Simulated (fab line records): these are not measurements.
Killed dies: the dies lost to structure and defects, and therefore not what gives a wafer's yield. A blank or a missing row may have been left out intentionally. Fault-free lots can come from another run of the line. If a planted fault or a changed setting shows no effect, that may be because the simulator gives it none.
fab line records    flow gf180mcu
record lots=13  wafers=39  lastDay=34
route steps=602 shown STI@31 VT_IMPLANT@98 DUAL_GATE@154
lots with no fault: from the same line, run without faults
startH: hours from the record's opening day to when the first of the lot's shown wafers began    waitH: how many hours have passed since the lot's step before this one    " as in the row above    L1.1+2: several wafers, shown together as one row    - value missing, or start not given    * or withheld: withheld    < > ~ a bound
route shown NAME@n: a module of which the file shows steps, and the number in the route of the first    usual: average and standard deviation across the fault-free wafers    same: alike in all rows    chamber/n: place in a boat    sites: each site's reading    _std_site: their standard deviation    _edge_site: outer sites' mean less inner sites'    radiusMm: for every site, how far away it sits from the centre of the wafer    mask NAME#n: copy n    behind: the most recent tool/chamber to have shaped the wafer    hold: the reason the lot was held/the length of the hold in hours/how it ended    device: names the non-switching transistor (n, p or np)    end of line: tests of these same wafers at the route's end    for a step that has no rows: nothing shown but its recipe    killed: count of dies lost to structure and defects at first sort (not the wafer's yield)    map: a wafer's dies, marking killed ones x, the rest . and places with no die _
set.NAME: the setting the step ran with; set.NAME@STEP: the setting that earlier step ran with    model.NAME: the simulator's own value behind a step, which no gauge read
one table for each step of the route and one row for each wafer, over a sample of lots
services: when a tool's chamber went out of use (startH, in hours from the record's first day, below 0 if earlier), for how many hours, and the reason
## steps
# step GF_STI_THK_MEAS_30
# recipe reads=SiO2_of_STI_OXIDATION_29
# usual STI_OXIDATION_02_THK=10.03/0.18
lot.wafer  tool          chamber  startH  waitH  STI_OXIDATION_02_THK[nm]
L173.2     filmMetro-03  -        32.10   0.0    10.50
L173.4     "             -        "       "      10.30
L173.5     "             -        "       "      10.38
L174.2     filmMetro-03  -        35.19   0.0    10.23
L174.4     "             -        "       "      10.06
L174.5     "             -        "       "      10.32
L176.1     filmMetro-04  -        46.66   0.0    10.22
L176.2     "             -        "       "      10.45
L176.5     "             -        "       "      10.13
L177.1     filmMetro-03  -        50.13   0.0    10.33
L177.2     "             -        "       "      10.21
L177.6     "             -        "       "      10.28
L179.3     filmMetro-04  -        60.83   0.0    10.05
L179.5     "             -        "       "      10.06
L179.6     "             -        "       "      10.12
L180.1     filmMetro-04  -        66.38   0.0    9.96
L180.2     "             -        "       "      10.03
L180.6     "             -        "       "      9.86
L181.2     filmMetro-04  -        71.44   0.0    10.27
L181.4     "             -        "       "      10.18
L181.6     "             -        "       "      10.10
L182.1     filmMetro-02  -        77.66   0.0    10.04
L182.3     "             -        "       "      10.20
L182.5     "             -        "       "      10.02
L183.1     filmMetro-04  -        83.98   0.0    9.86
L183.4     "             -        "       "      9.90
L183.5     "             -        "       "      9.95
L191.1     filmMetro-03  -        122.78  0.0    10.00
L191.3     "             -        "       "      10.01
L191.5     "             -        "       "      10.13
L192.1     filmMetro-03  -        130.29  0.0    9.96
L192.2     "             -        "       "      9.92
L192.5     "             -        "       "      9.89
L193.1     filmMetro-02  -        135.36  0.0    9.74
L193.3     "             -        "       "      9.79
L193.4     "             -        "       "      9.81
L194.1     filmMetro-02  -        138.73  0.0    9.90
L194.4     "             -        "       "      10.07
L194.5     "             -        "       "      10.02
# step GF_VT_IMPLANT_IMPLANT_08
# recipe species=BF2  energyKev=20  doseCm2=8.29e+12  tiltDeg=7
# usual doseIonsCm2=8.29e+12/9.8e+09  faradayCurrentUA=46.9/0.91
# same implantIonAmu=49
lot.wafer  tool          chamber  startH  waitH  doseIonsCm2  faradayCurrentUA
L173.2     implanter-01  0        112.09  0.0    8.305e+12    45.6
L173.4     "             0        "       "      8.297e+12    46.5
L173.5     "             0        "       "      8.295e+12    43.9
L174.2     implanter-02  0        117.56  0.0    8.305e+12    47.0
L174.4     "             0        "       "      8.297e+12    47.6
L174.5     "             0        "       "      8.291e+12    47.9
L176.1     implanter-04  0        130.38  0.0    8.285e+12    45.3
L176.2     "             0        "       "      8.296e+12    48.0
L176.5     "             0        "       "      8.294e+12    47.4
L177.1     implanter-04  0        134.43  0.0    8.28e+12     46.5
L177.2     "             0        "       "      8.287e+12    45.9
L177.6     "             0        "       "      8.29e+12     48.4
L179.3     implanter-02  0        147.51  0.1    8.29e+12     46.9
L179.5     "             0        "       "      8.287e+12    47.4
L179.6     "             0        "       "      8.283e+12    48.1
L180.1     implanter-01  0        153.93  0.0    8.279e+12    46.1
L180.2     "             0        "       "      8.272e+12    46.9
L180.6     "             0        "       "      8.273e+12    46.1
L181.2     implanter-01  0        158.96  0.0    8.294e+12    46.2
L181.4     "             0        "       "      8.298e+12    48.2
L181.6     "             0        "       "      8.306e+12    46.1
L182.1     implanter-01  0        165.13  0.0    9.129e+12    51.8
L182.3     "             0        "       "      9.129e+12    51.5
L182.5     "             0        "       "      9.137e+12    52.6
L183.1     implanter-01  0        173.73  0.0    9.141e+12    50.8
L183.4     "             0        "       "      9.133e+12    51.6
L183.5     "             0        "       "      9.144e+12    51.2
L191.1     implanter-04  0        219.51  0.0    8.285e+12    47.0
L191.3     "             0        "       "      8.305e+12    46.0
L191.5     "             0        "       "      8.297e+12    46.8
L192.1     implanter-04  0        230.38  0.0    8.289e+12    47.7
L192.2     "             0        "       "      8.286e+12    46.3
L192.5     "             0        "       "      8.286e+12    46.7
L193.1     implanter-01  0        235.38  0.0    8.286e+12    45.9
L193.3     "             0        "       "      8.274e+12    45.4
L193.4     "             0        "       "      8.287e+12    47.1
L194.1     implanter-04  0        240.73  0.0    8.297e+12    48.6
L194.4     "             0        "       "      8.286e+12    46.4
L194.5     "             0        "       "      8.308e+12    47.6
# step GF_VT_IMPLANT_TW_MEAS_10
# usual VT_IMPLANT_TW=565/6.6
lot.wafer  tool          chamber  startH  waitH  VT_IMPLANT_TW
L173.2     filmMetro-03  -        112.32  0.1    572
L173.4     "             -        "       "      570
L173.5     "             -        "       "      567
L174.2     filmMetro-02  -        117.79  0.1    566
L174.4     "             -        "       "      566
L174.5     "             -        "       "      567
L176.1     filmMetro-01  -        130.63  0.1    550
L176.2     "             -        "       "      551
L176.5     "             -        "       "      551
L177.1     filmMetro-02  -        134.68  0.1    564
L177.2     "             -        "       "      565
L177.6     "             -        "       "      563
L179.3     filmMetro-03  -        147.73  0.1    572
L179.5     "             -        "       "      567
L179.6     "             -        "       "      568
L180.1     filmMetro-02  -        154.18  0.1    564
L180.2     "             -        "       "      566
L180.6     "             -        "       "      566
L181.2     filmMetro-03  -        159.19  0.1    566
L181.4     "             -        "       "      569
L181.6     "             -        "       "      566
L182.1     filmMetro-03  -        165.38  0.1    585
L182.3     "             -        "       "      583
L182.5     "             -        "       "      583
L183.1     filmMetro-02  -        173.98  0.1    582
L183.4     "             -        "       "      580
L183.5     "             -        "       "      580
L191.1     filmMetro-03  -        219.76  0.1    562
L191.3     "             -        "       "      564
L191.5     "             -        "       "      564
L192.1     filmMetro-03  -        230.63  0.1    564
L192.2     "             -        "       "      565
L192.5     "             -        "       "      565
L193.1     filmMetro-03  -        235.63  0.1    564
L193.3     "             -        "       "      563
L193.4     "             -        "       "      561
L194.1     filmMetro-01  -        240.98  0.1    552
L194.4     "             -        "       "      556
L194.5     "             -        "       "      548
# step GF_VT_IMPLANT_RTA_45
# recipe tempC=1050  timeS=30  ambient=N2
# usual lampPowerPct=31.49/0.27  wafer_temp_C_max=1052.8/0.78
lot.wafer  tool          chamber  startH  waitH  lampPowerPct  wafer_temp_C_max
L173.2     rtpAnneal-01  0        158.37  0.0    31.27         1051.8
L173.4     "             0        "       "      31.28         1052.9
L173.5     "             0        "       "      31.27         1052.5
L174.2     rtpAnneal-02  0        164.14  0.0    31.87         1053.4
L174.4     "             0        "       "      31.79         1052.9
L174.5     "             0        "       "      31.81         1054.1
L176.1     rtpAnneal-02  0        178.34  0.0    31.80         1053.3
L176.2     "             0        "       "      31.80         1055.4
L176.5     "             0        "       "      31.82         1053.9
L177.1     rtpAnneal-02  0        182.62  0.0    31.89         1052.2
L177.2     "             0        "       "      31.83         1053.3
L177.6     "             0        "       "      31.88         1053.3
L179.3     rtpAnneal-01  0        197.99  0.0    31.27         1051.8
L179.5     "             0        "       "      31.28         1052.4
L179.6     "             0        "       "      31.28         1053.0
L180.1     rtpAnneal-01  0        202.82  0.0    31.29         1053.5
L180.2     "             0        "       "      31.27         1051.9
L180.6     "             0        "       "      31.25         1052.0
L181.2     rtpAnneal-01  0        208.44  0.0    31.31         1052.8
L181.4     "             0        "       "      31.31         1052.9
L181.6     "             0        "       "      31.29         1052.5
L182.1     rtpAnneal-01  0        216.17  0.0    31.25         1053.4
L182.3     "             0        "       "      31.26         1052.1
L182.5     "             0        "       "      31.30         1051.3
L183.1     rtpAnneal-01  0        225.18  0.0    31.28         1053.7
L183.4     "             0        "       "      31.27         1053.9
L183.5     "             0        "       "      31.24         1052.5
L191.1     rtpAnneal-02  0        274.67  0.0    31.81         1053.6
L191.3     "             0        "       "      31.80         1053.3
L191.5     "             0        "       "      31.82         1053.8
L192.1     rtpAnneal-02  0        287.49  0.0    31.82         1053.4
L192.2     "             0        "       "      31.83         1053.4
L192.5     "             0        "       "      31.90         1052.5
L193.1     rtpAnneal-02  0        293.42  0.0    31.87         1053.9
L193.3     "             0        "       "      31.81         1052.6
L193.4     "             0        "       "      31.85         1053.9
L194.1     rtpAnneal-02  0        300.42  0.0    31.86         1053.2
L194.4     "             0        "       "      31.87         1053.2
L194.5     "             0        "       "      31.85         1053.1
# step GF_DUAL_GATE_STRIP_13
# recipe chemistry=O2/N2  powerW=1400  pressureMtorr=1500  platenTempC=250  o2FlowSccm=3000  n2FlowSccm=300  overashFraction=0.5
# usual drypumpMotorCurrentA=5.7/0.56  heaterPowerW=345/41  oesProductAu=0.716/0.0049  stripTimeToEndpointS=12.62/0.031
# same overashFraction=0.5
lot.wafer  tool            chamber  startH  waitH  drypumpMotorCurrentA  heaterPowerW  oesProductAu  rfHoursCounterH  stripTimeToEndpointS
L173.2     plasmaAsher-02  1        177.15  0.0    6.6                   304           0.723         6                12.61
L173.4     "               1        "       "      6.6                   307           0.720         -                12.66
L173.5     "               1        "       "      6.6                   308           0.718         -                12.64
L174.2     plasmaAsher-02  0        182.76  0.0    6.0                   411           0.710         7                12.57
L174.4     "               1        "       "      6.6                   301           0.709         -                12.64
L174.5     "               1        "       "      6.6                   305           0.720         -                12.59
L176.1     plasmaAsher-03  1        198.76  0.0    5.8                   318           0.724         38               12.58
L176.2     "               0        "       "      5.0                   317           0.716         38               12.54
L176.5     "               0        "       "      5.0                   314           0.710         -                12.55
L177.1     plasmaAsher-03  0        205.66  0.0    4.9                   318           0.714         39               12.62
L177.2     "               1        "       "      5.9                   321           0.713         39               12.64
L177.6     "               0        "       "      5.0                   314           0.713         -                12.62
L179.3     plasmaAsher-02  1        217.68  0.0    6.6                   317           0.713         -                12.62
L179.5     "               1        "       "      6.6                   303           0.712         -                12.64
L179.6     "               0        "       "      5.9                   411           0.722         -                12.67
L180.1     plasmaAsher-03  0        222.20  0.0    5.0                   315           0.712         40               12.64
L180.2     "               1        "       "      5.9                   324           0.723         40               12.65
L180.6     "               1        "       "      5.9                   323           0.720         -                12.65
L181.2     plasmaAsher-03  0        227.56  0.0    5.0                   315           0.717         41               12.62
L181.4     "               1        "       "      5.9                   323           0.720         -                12.61
L181.6     "               0        "       "      5.0                   321           0.719         -                12.60
L182.1     plasmaAsher-02  1        239.00  0.0    6.6                   299           0.710         13               12.67
L182.3     "               0        "       "      5.9                   409           0.715         -                12.61
L182.5     "               1        "       "      6.6                   307           0.720         -                12.63
L183.1     plasmaAsher-02  1        248.08  0.0    6.6                   306           0.727         13               12.62
L183.4     "               0        "       "      5.9                   404           0.721         -                12.65
L183.5     "               0        "       "      5.9                   427           0.715         -                12.62
L191.1     plasmaAsher-04  1        297.76  0.0    5.1                   367           0.714         66               12.62
L191.3     "               0        "       "      5.9                   390           0.719         -                12.64
L191.5     "               0        "       "      5.9                   406           0.714         -                12.60
L192.1     plasmaAsher-03  0        309.71  0.0    4.9                   312           0.718         49               12.60
L192.2     "               1        "       "      5.9                   313           0.711         49               12.64
L192.5     "               1        "       "      5.9                   325           0.719         -                12.64
L193.1     plasmaAsher-04  1        315.96  0.0    5.1                   362           0.712         68               12.63
L193.3     "               1        "       "      5.1                   363           0.716         -                12.64
L193.4     "               0        "       "      5.9                   397           0.722         -                12.66
L194.1     plasmaAsher-03  1        325.14  0.0    5.9                   318           0.725         50               12.65
L194.4     "               0        "       "      4.9                   318           0.716         -                12.65
L194.5     "               0        "       "      5.0                   319           0.721         -                12.65
## services
tool            chamber  startH  hours  kind
implanter-01    -        97.70   1.3    repair
plasmaAsher-02  -        106.85  0.8    repair
plasmaAsher-02  -        108.75  9.0    pm
implanter-04    -        109.70  2.7    repair
implanter-01    -        119.85  1.6    repair
implanter-02    -        124.43  3.9    repair
implanter-01    -        127.17  3.7    repair
plasmaAsher-03  -        132.71  2.1    repair
implanter-04    -        134.66  7.1    pm
implanter-02    -        153.24  3.9    pm
implanter-01    -        178.60  2.7    repair
rtpAnneal-02    -        183.71  60.2   pm
plasmaAsher-03  -        247.69  5.8    repair
plasmaAsher-03  -        262.65  0.9    repair
implanter-04    -        265.92  7.7    pm
plasmaAsher-02  -        274.03  8.0    repair
implanter-02    -        275.51  3.8    repair
plasmaAsher-04  -        282.87  12.2   repair
implanter-01    -        283.61  5.3    repair
implanter-02    -        289.94  2.6    repair
implanter-01    -        300.72  3.6    repair
plasmaAsher-03  -        303.26  1.0    repair
rtpAnneal-01    -        314.51  12.7   pm
plasmaAsher-02  -        324.84  10.5   repair
## key
firstSign step=GF_VT_IMPLANT_IMPLANT_08  reading=doseIonsCm2  direction=up  sigmas=86  usual=8.29e+12  struck=9.135e+12
effect step=GF_VT_IMPLANT_IMPLANT_08  reading=faradayCurrentUA  direction=up  sigmas=5.2  usual=46.9  struck=51.6
effect step=GF_VT_IMPLANT_TW_MEAS_10  reading=VT_IMPLANT_TW  direction=up  sigmas=2.7  usual=565  struck=582
metAt GF_VT_IMPLANT_IMPLANT_08
struckLots L182,L183
testerLeftOut L182,L183
notActingAt GF_STI_THK_MEAS_30,GF_VT_IMPLANT_RTA_45,GF_DUAL_GATE_STRIP_13
onsetBetween 158.96 165.13
fault kind=processParameterDrift  tool=implanter-01  chamber=-  onsetH=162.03  steps=GF_VT_IMPLANT_IMPLANT_08  channel=doseCm2  offset=8.5072e+11  shape=step  endH=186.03  actsIn=theseRecipesOnly  stated=8.29e+12
# testerLeftOut: of these lots the tester's yield and bins aren't shown, on N5 and GAA mostly nor the transistor test; their killed dies are dies lost to structure and defects alone, not to doping, threshold or leakage, so they don't give the yield
